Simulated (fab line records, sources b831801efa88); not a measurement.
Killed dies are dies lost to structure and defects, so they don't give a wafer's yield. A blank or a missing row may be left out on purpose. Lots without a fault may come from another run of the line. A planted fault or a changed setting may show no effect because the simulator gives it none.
fab line records | flow sky130
record lots=6 wafers=18 last_day=50
route steps=708 shown LDD_LDN@293 SPACER@304
lots that met no fault: from a run of the same line without faults
start_h: hours from the record's first day to the start of the lot's first wafer shown | wait_h: hours since the lot's step before | " the same as in the row above | L1.1+2: a row that stands for several wafers | - no value, or no start given | * or withheld: withheld | < > ~ a bound
route shown NAME@n: a module of which the file shows steps, and the number in the route of the first | usual: mean/standard deviation of fault-free wafers | same: alike in all rows | chamber/n: place in a boat | sites: the reading at each site | _std_site: their standard deviation | _edge_site: outer sites' mean less inner sites' | radius_mm: how far each site lies from the wafer's centre | mask NAME#n: copy n | behind: the tool/chamber that last shaped the wafer | hold: why the lot was held/for how many hours/how that ended | device: the transistor (n, p or np) that didn't switch | end of line: the same wafers' tests at the end of the route | a step without rows: its recipe alone | killed: dies lost to structure and defects at the first sort, not the wafer's yield | map: a wafer's dies, x killed, . not, _ none there
set.NAME: the setting as run; set.NAME@STEP: as run at that earlier step | model.NAME: the simulator's own value behind a step, which no gauge read
lots at some steps of the route; a table a step, a row a wafer
services: from which hour (start_h, from the record's first day; less than 0 if before it) a tool's chamber was out of use, for how many hours, and why
## steps
# step SKY_LDD_LDN_EXPOSE_04
# recipe mask_id=LDNTM na=0.6 source_shape=conventional sigma_outer=0.6 polarization=unpolarized target_cd_nm=700 dose_mj=140
# step SKY_LDD_LDN_PEB_05
# recipe temp_c=withheld time_s=* resist=NOVOLAK
# step SKY_LDD_LDN_DEVELOP_06
# recipe resist=NOVOLAK developer=TMAH develop_time_s=58.33 dev_temp_c=23
# step SKY_LDD_LDN_OVL_MEAS_07
# usual LDD_LDN_OVL=0.1/1.2
# columns lot.wafer tool chamber start_h wait_h LDD_LDN_OVL[nm]
L327.2 overlay-01 - 548.94 0.1 0.5
L327.3 " - " " 0.0
L327.5 " - " " 0.3
L330.1 overlay-02 - 569.01 0.1 0.2
L330.2 " - " " 2.1
L330.6 " - " " 0.9
L334.2 overlay-02 - 601.49 0.1 0.9
L334.4 " - " " -0.5
L334.6 " - " " 1.6
L344.1 overlay-02 - 678.16 0.1 -1.6
L344.2 " - " " -1.8
L344.4 " - " " 0.6
L347.1 overlay-01 - 705.41 0.1 0.7
L347.3 " - " " -0.2
L347.5 " - " " -0.4
L350.1 overlay-02 - 716.58 0.1 1.5
L350.4 " - " " 2.0
L350.6 " - " " 1.6
# step SKY_LDD_LDN_IMPLANT_08
# recipe species=As energy_kev=15 dose_cm2=1.25e+13 tilt_deg=withheld rotation_deg=23
# step SKY_LDD_LDN_IMPLANT_09
# recipe species=As energy_kev=15 dose_cm2=1.25e+13 tilt_deg=withheld rotation_deg=113
# step SKY_LDD_LDN_IMPLANT_10
# recipe species=As energy_kev=15 dose_cm2=1.25e+13 tilt_deg=withheld rotation_deg=203
# step SKY_LDD_LDN_IMPLANT_11
# recipe species=As energy_kev=15 dose_cm2=1.25e+13 tilt_deg=withheld rotation_deg=293
# step SKY_LDD_LDN_STRIP_12
# recipe chemistry=O2/N2 power_w=1400 pressure_mtorr=1500 platen_temp_c=withheld o2_flow_sccm=3000 n2_flow_sccm=300 overash_fraction=0.5
# usual drypump_motor_current_A=5.8/0.53 oes_product_au=0.716/0.0046 strip_time_to_endpoint_s=14.19/0.033
# columns lot.wafer tool chamber start_h wait_h drypump_motor_current_A oes_product_au rf_hours_counter_h strip_time_to_endpoint_s
L327.2 plasma_asher-03 1 549.57 0.1 5.5 0.722 42 14.22
L327.3 " 1 " " 5.6 0.713 - 14.21
L327.5 " 0 " " 5.3 0.712 - 14.23
L330.1 plasma_asher-04 1 569.65 0.1 6.3 0.706 79 14.19
L330.2 " 0 " " 5.1 0.721 79 14.19
L330.6 " 0 " " 5.1 0.727 - 14.18
L334.2 plasma_asher-04 1 602.12 0.1 6.3 0.718 82 14.18
L334.4 " 1 " " 6.3 0.713 - 14.22
L334.6 " 1 " " 6.4 0.709 - 14.21
L344.1 plasma_asher-02 0 678.80 0.1 6.1 0.709 91 14.15
L344.2 " 1 " " 6.5 0.709 91 14.14
L344.4 " 0 " " 6.0 0.714 - 14.21
L347.1 plasma_asher-02 0 706.05 0.1 6.0 0.718 94 14.15
L347.3 " 0 " " 6.1 0.720 - 14.18
L347.5 " 1 " " 6.5 0.714 - 14.17
L350.1 plasma_asher-02 0 717.22 0.1 6.0 0.718 95 14.14
L350.4 " 1 " " 6.5 0.718 - 14.14
L350.6 " 0 " " 6.0 0.713 - 14.12
# step SKY_LDD_LDN_TW_MEAS_13
# usual LDD_LDN_TW=1491/9.3
# columns lot.wafer tool chamber start_h wait_h LDD_LDN_TW
L327.2 film_metro-04 - 549.68 0.1 1510
L327.3 " - " " 1511
L327.5 " - " " 1506
L330.1 film_metro-01 - 569.75 0.1 1496
L330.2 " - " " 1494
L330.6 " - " " 1497
L334.2 film_metro-02 - 602.23 0.1 1497
L334.4 " - " " 1510
L334.6 " - " " 1501
L344.1 film_metro-02 - 678.90 0.1 1498
L344.2 " - " " 1500
L344.4 " - " " 1498
L347.1 film_metro-02 - 706.15 0.1 1492
L347.3 " - " " 1489
L347.5 " - " " 1493
L350.1 film_metro-04 - 717.32 0.1 1501
L350.4 " - " " 1497
L350.6 " - " " 1498
# step SKY_LDD_LDN_CLEAN_14
# recipe chemistry=SC1/SC2 mix=1:4:20 temp_c=70 time_s=150 dry=n2_spin
# step SKY_SPACER_CVD_00
# recipe material=Si3N4 precursor=DCS/NH3 target_thk_nm=43.1 temp_c=770 time_s=740 pressure_mtorr=250
# step SKY_SPACER_THK_MEAS_01
# recipe reads=Si3N4_of_SPACER_CVD_00
# usual SPACER_CVD_00_THK=42.9/0.37
# columns lot.wafer tool chamber start_h wait_h SPACER_CVD_00_THK[nm]
L327.2 film_metro-04 - 550.99 0.0 43.1
L327.3 " - " " 43.1
L327.5 " - " " 43.2
L330.1 film_metro-03 - 571.07 0.0 43.0
L330.2 " - " " 42.7
L330.6 " - " " 43.2
L334.2 film_metro-02 - 603.54 0.0 43.1
L334.4 " - " " 43.3
L334.6 " - " " 43.3
L344.1 film_metro-02 - 680.21 0.0 44.0
L344.2 " - " " 44.0
L344.4 " - " " 44.0
L347.1 film_metro-02 - 707.50 0.0 44.6
L347.3 " - " " 44.6
L347.5 " - " " 44.3
L350.1 film_metro-04 - 719.34 0.0 42.4
L350.4 " - " " 42.4
L350.6 " - " " 42.4
# step SKY_SPACER_ETCHBACK_02
# recipe chemistry=CH3F/O2 target=Si3N4 stop_on=SiO2 source_w=400 bias_w=80 pressure_mtorr=25 ch3f_flow_sccm=40 O2_flow_sccm=30 time_s=46.7 target_depth_a=450
# usual drypump_motor_current_A=5.4/0.43 oes_product_au=0.853/0.0059 throttle_valve_pct=10.563/0.0083
# columns lot.wafer tool chamber start_h wait_h drypump_motor_current_A oes_product_au rf_hours_counter_h throttle_valve_pct
L327.2 rie_diel-02 2 551.04 0.0 4.8 0.859 5 10.566
L327.3 " 1 " " 5.5 0.854 12 10.556
L327.5 " 3 " " 5.4 0.857 - 10.568
L330.1 rie_diel-02 2 571.13 0.1 4.8 0.856 6 10.550
L330.2 " 3 " " 5.4 0.853 10 10.553
L330.6 " 2 " " 4.8 0.859 - 10.560
L334.2 rie_diel-01 2 603.59 0.0 5.5 0.859 0 10.567
L334.4 " 0 " " 6.2 0.857 7 10.546
L334.6 " 0 " " 6.3 0.852 - 10.563
L344.1 rie_diel-02 2 680.27 0.1 4.8 0.840 8 10.565
L344.2 " 3 " " 5.4 0.841 13 10.574
L344.4 " 1 " " 5.5 0.849 15 10.559
L347.1 rie_diel-02 2 707.56 0.1 4.8 0.858 9 10.567
L347.3 " 0 " " 5.5 0.850 3 10.554
L347.5 " 2 " " 4.8 0.853 - 10.554
L350.1 rie_diel-03 0 719.40 0.1 4.9 0.850 4 10.550
L350.4 " 1 " " 6.0 0.841 10 10.557
L350.6 " 1 " " 6.0 0.855 - 10.575
## services
# columns tool chamber start_h hours kind
plasma_asher-02 - 536.80 28.1 pm
rie_diel-01 - 538.66 2.8 pm
rie_diel-02 0 547.17 - clean
rie_diel-02 0 547.17 12.9 scheduled_down
rie_diel-02 0 547.17 12.9 vent_cycle
rie_diel-03 3 557.11 - clean
rie_diel-03 3 557.11 19.9 scheduled_down
rie_diel-03 3 557.11 19.9 vent_cycle
rie_diel-01 2 574.43 - clean
rie_diel-01 2 574.43 17.6 scheduled_down
rie_diel-01 2 574.43 17.6 vent_cycle
plasma_asher-02 - 594.92 15.6 pm
plasma_asher-02 - 623.06 0.9 repair
plasma_asher-04 - 632.99 1.6 repair
rie_diel-03 0 643.34 2.5 repair
rie_diel-03 2 666.11 3.6 repair
rie_diel-02 0 666.63 8.1 repair
rie_diel-02 1 670.75 6.6 repair
plasma_asher-03 - 681.79 1.5 repair
rie_diel-01 2 699.93 15.7 repair
plasma_asher-03 - 701.90 4.3 pm
rie_diel-03 0 706.05 3.6 repair
## key
first_sign step=SKY_SPACER_THK_MEAS_01 reading=SPACER_CVD_00_THK direction=up sigmas=3.6 usual=42.9 struck=44.3
effect none on later readings
met_at SKY_SPACER_THK_MEAS_01
struck_wafers L344.1,L344.2,L344.4,L347.1,L347.3,L347.5
sort_left_out L347.1,L347.3,L347.5
tester_left_out L344,L347
onset_between 603.54 680.21
also_fits SKY_LDD_LDN_TW_MEAS_13:film_metro-02
fault kind=metrology_matching_offset tool=film_metro-02 chamber=- onset_h=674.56 steps=SKY_SPACER_THK_MEAS_01 param=thk_nm offset=1.5896
# tester_left_out: of these lots the tester's yield and bins aren't shown, on N5 and GAA mostly nor the transistor test; their killed dies are dies lost to structure and defects alone, not to doping, threshold or leakage, so they don't give the yield
# sort_left_out: the simulated sort isn't trusted on such a fault, so these wafers' sort isn't shown, and their yield isn't known
